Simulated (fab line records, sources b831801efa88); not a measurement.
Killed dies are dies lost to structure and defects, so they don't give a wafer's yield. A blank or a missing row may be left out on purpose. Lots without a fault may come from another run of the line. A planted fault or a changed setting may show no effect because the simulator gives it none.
Which tool did it? | flow sfq_line | 13 lots, 39 wafers sampled, at 4 steps of a route of 325

WHAT THE GAUGES READ, wafer by wafer
SFQ_I0_OVL_MEAS_908.
lot  | measured     | on         | I0_OVL (nm)
L860 | day 16 04:24 | overlay-01 | 5 7 3
L861 | day 16 16:23 | overlay-01 | -1 7 9
L862 | day 16 21:12 | overlay-02 | 7 3 6
L863 | day 17 07:59 | overlay-01 | 5 -3 -2
L864 | day 18 02:00 | overlay-01 | -6 -4 5
L866 | day 19 02:07 | overlay-01 | -6 3 -10
L867 | day 19 15:19 | overlay-02 | -4 -4 2
L868 | day 19 18:55 | overlay-02 | -4 -4 -6
L871 | day 20 09:37 | overlay-02 | 4 -1 -3
L872 | day 20 19:13 | overlay-01 | -2 -5 -7
L873 | day 20 22:49 | overlay-01 | 0 -1 1
L874 | day 21 01:20 | overlay-02 | -3 -6 -13
L882 | day 26 00:37 | overlay-01 | 7 2 2

SFQ_R5_RS_MEAS_933: measures by four-point-probe.
lot  | measured     | on            | R5_MONX_RS (ohm/sq)
L860 | day 65 03:34 | film_metro-04 | 7.11 7.14 7.12
L861 | day 65 06:31 | film_metro-03 | 7.02 7.04 7.03
L862 | day 65 15:38 | film_metro-03 | 7.11 7.11 7.05
L863 | day 66 03:31 | film_metro-01 | 6.95 6.98 6.90
L864 | day 66 15:33 | film_metro-01 | 7.10 7.05 7.14
L866 | day 67 21:31 | film_metro-04 | 6.98 7.07 7.02
L867 | day 67 21:48 | film_metro-01 | 7.04 7.05 7.09
L868 | day 68 00:33 | film_metro-01 | 7.14 7.13 7.22
L871 | day 68 13:33 | film_metro-03 | 6.96 6.95 6.96
L872 | day 68 15:35 | film_metro-03 | 6.97 7.06 6.99
L873 | day 68 18:34 | film_metro-03 | 7.03 7.07 7.02
L874 | day 68 19:31 | film_metro-04 | 6.99 7.00 6.98
L882 | day 71 00:46 | film_metro-01 | 7.05 7.11 7.07

WHICH TOOL RAN EACH LOT (tool, then ch and the chambers of the sampled wafers, then the start)
lot  | SFQ_TRILAYER_I0_VIA_BARC_OPEN_VIA_ETCH_046 | SFQ_TRILAYER_I2_VIA_BARC_OPEN_VIA_ETCH_096
L860 | rie_diel-02 ch 2,3, day 16 04:25           | rie_diel-02 ch 2,3, day 40 12:43
L861 | rie_diel-04 ch 0,3, day 16 16:25           | rie_diel-03 ch 0,1, day 40 22:19
L862 | rie_diel-02 ch 1,2, day 16 21:13           | rie_diel-02 ch 0,2,3, day 41 05:31
L863 | rie_diel-01 ch 0,1,2, day 17 08:01         | rie_diel-03 ch 0,1, day 41 10:19
L864 | rie_diel-02 ch 0,1,2, day 18 02:01         | rie_diel-02 ch 0,1,2, day 42 05:31
L866 | rie_diel-04 ch 0,3, day 19 02:09           | rie_diel-02 ch 1,3, day 43 20:43
L867 | rie_diel-02 ch 0,3, day 19 15:21           | rie_diel-04 ch 1,3, day 43 23:07
L868 | rie_diel-04 ch 0,3, day 19 18:57           | rie_diel-02 ch 0,1,3, day 44 03:55
L871 | rie_diel-01 ch 0,3, day 20 09:38           | rie_diel-04 ch 2,3, day 44 19:31
L872 | rie_diel-04 ch 0,3, day 20 19:14           | rie_diel-04 ch 1,3, day 45 13:31
L873 | rie_diel-02 ch 0,2,3, day 20 22:50         | rie_diel-02 ch 0,2,3, day 45 20:43
L874 | rie_diel-04 ch 0,2,3, day 21 01:22         | rie_diel-04 ch 0,1,3, day 45 23:07
L882 | rie_diel-04 ch 0,1,3, day 26 00:39         | rie_diel-02 ch 0,2, day 51 06:56
- SFQ_TRILAYER_I0_VIA_BARC_OPEN_VIA_ETCH_046: etches BARC in O2, target depth 125 nm, time 41.7 s.
- SFQ_TRILAYER_I2_VIA_BARC_OPEN_VIA_ETCH_096: etches BARC in O2, target depth 125 nm, time 41.7 s.

WHAT THE TOOLS THEMSELVES READ (means of the sampled wafers that have a number; where no wafer has one, the mark that the record gives instead)
SFQ_TRILAYER_I0_VIA_BARC_OPEN_VIA_ETCH_046.
lot  | tool        | drypump_motor_current_A (A) | oes_product_au (a.u.) | run_length_s (s)
L860 | rie_diel-02 | 6.0                         | 0.685                 | 70.4
L861 | rie_diel-04 | 5.6                         | 0.684                 | 69.9
L862 | rie_diel-02 | 5.7                         | 0.682                 | 70.5
L863 | rie_diel-01 | 5.7                         | 0.687                 | 70.0
L864 | rie_diel-02 | 5.7                         | 0.688                 | 70.1
L866 | rie_diel-04 | 5.8                         | 0.683                 | 69.4
L867 | rie_diel-02 | 6.1                         | 0.685                 | 69.8
L868 | rie_diel-04 | 5.8                         | 0.685                 | 70.0
L871 | rie_diel-01 | 5.7                         | 0.688                 | 70.0
L872 | rie_diel-04 | 5.7                         | 0.688                 | 69.6
L873 | rie_diel-02 | 6.0                         | 0.684                 | 70.1
L874 | rie_diel-04 | 5.6                         | 0.686                 | 69.9
L882 | rie_diel-04 | 5.8                         | 0.686                 | 70.3

SFQ_TRILAYER_I2_VIA_BARC_OPEN_VIA_ETCH_096.
lot  | tool        | drypump_motor_current_A (A) | oes_product_au (a.u.) | run_length_s (s)
L860 | rie_diel-02 | 6.0                         | 0.688                 | 70.4
L861 | rie_diel-03 | 5.6                         | 0.684                 | 69.8
L862 | rie_diel-02 | 6.0                         | 0.683                 | 70.1
L863 | rie_diel-03 | 5.6                         | 0.686                 | 70.4
L864 | rie_diel-02 | 5.7                         | 0.688                 | 70.1
L866 | rie_diel-02 | 5.9                         | 0.688                 | 69.9
L867 | rie_diel-04 | 6.0                         | 0.680                 | 69.8
L868 | rie_diel-02 | 5.8                         | 0.683                 | 69.9
L871 | rie_diel-04 | 5.6                         | 0.689                 | 69.6
L872 | rie_diel-04 | 6.1                         | 0.680                 | 70.4
L873 | rie_diel-02 | 6.0                         | 0.685                 | 70.0
L874 | rie_diel-04 | 5.9                         | 0.686                 | 69.8
L882 | rie_diel-02 | 5.9                         | 0.674                 | 71.9

THE ANSWER, worked out from the rows above alone
Rule: what is usual is taken from the lots themselves. Put in order of their means at a reading, lots are off if they are a third of the lots or fewer, leave a main group of 4 or more, and stand apart from it by a gap of 3 or more times the standard deviation of the main group's means; of several such gaps the widest counts. A main group whose means are all the same, to the digits that the tables above print for the reading, isn't used. A lot without any number at a reading at which 4 lots or more have one is off too. The other lots that the step has rows for count as sound. The gauges are gone through in route order, then the tools' own readings, and for those a lot's mean is taken as printed above. The first step at which some lot is off is used, and at that step the reading that is off furthest; a lot without a number counts as furthest.
Off: L882, at SFQ_TRILAYER_I2_VIA_BARC_OPEN_VIA_ETCH_096 (run_length_s). The main group: mean 70.0 s, standard deviation 0.26.
A tool fits if, at that step or a process step before it, it ran every lot that is off, and no sound lot after the first of them. Can't be told from this: 2 tools fit, rie_diel-04 at SFQ_TRILAYER_I0_VIA_BARC_OPEN_VIA_ETCH_046, rie_diel-02 at SFQ_TRILAYER_I2_VIA_BARC_OPEN_VIA_ETCH_096.

WHAT THE SIMULATOR HAD PUT IN
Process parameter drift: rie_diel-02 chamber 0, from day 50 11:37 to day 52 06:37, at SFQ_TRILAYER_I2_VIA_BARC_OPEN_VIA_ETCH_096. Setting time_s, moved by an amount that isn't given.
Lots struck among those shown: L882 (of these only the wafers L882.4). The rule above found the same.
